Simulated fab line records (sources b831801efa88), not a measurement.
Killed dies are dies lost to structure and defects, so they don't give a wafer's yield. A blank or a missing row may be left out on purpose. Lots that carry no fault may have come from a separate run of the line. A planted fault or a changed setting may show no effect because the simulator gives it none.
Chamber matching / flow gf180mcu / GF_V1_CMP_26 on cmp-01 has 4 sister chambers
The step polishes, stops on SiO2, t overpolish 15 s, target thk 0 nm. 4 wafers are shown with their chamber, then 8 later ones without.

## WAFERS WITH THEIR CHAMBER
wafer=L487.5; chamber=1; motor-current-A (A)=10.9
wafer=L491.3; chamber=0; motor-current-A (A)=9.9
wafer=L491.5; chamber=2; motor-current-A (A)=10.0
wafer=L496.1; chamber=3; motor-current-A (A)=13.2

## WAFERS MISSING THEIR CHAMBER
wafer=L496.2; motor-current-A (A)=10.3
wafer=L496.4; motor-current-A (A)=10.2
wafer=L499.2; motor-current-A (A)=14.2
wafer=L499.3; motor-current-A (A)=10.0
wafer=L499.4; motor-current-A (A)=10.0
wafer=L504.4; motor-current-A (A)=10.9
wafer=L504.5; motor-current-A (A)=13.2
wafer=L504.6; motor-current-A (A)=10.5

## CHAMBER TAKEN BY EACH
wafer=L496.2; from the rows above=can't be placed: 2 or 0 or 1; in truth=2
wafer=L496.4; from the rows above=can't be placed: 2 or 0 or 1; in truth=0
wafer=L499.2; from the rows above=3; in truth=3
wafer=L499.3; from the rows above=can't be placed: 2 or 0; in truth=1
wafer=L499.4; from the rows above=can't be placed: 2 or 0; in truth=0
wafer=L504.4; from the rows above=1; in truth=1
wafer=L504.5; from the rows above=3; in truth=3
wafer=L504.6; from the rows above=can't be placed: 1 or 2 or 0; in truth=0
Correct placement for 3 of the 8. These rows do not allow placing 5 (true chamber among the candidates in 4). Wrongly placed: 0.
How it was worked out, from the rows above alone: a wafer's distance from a chamber is the root of the sum, over the readings, of the square of ((its reading less the chamber's mean) divided by the reading's scatter). If the next closest chamber is less than 2 further off than the closest, the wafer can't be placed; otherwise it belongs to the closest. Each chamber's mean is taken over the wafers shown for it. The scatter: root of mean squared gap, hidden wafer to nearest shown wafer, with one shown wafer a chamber.
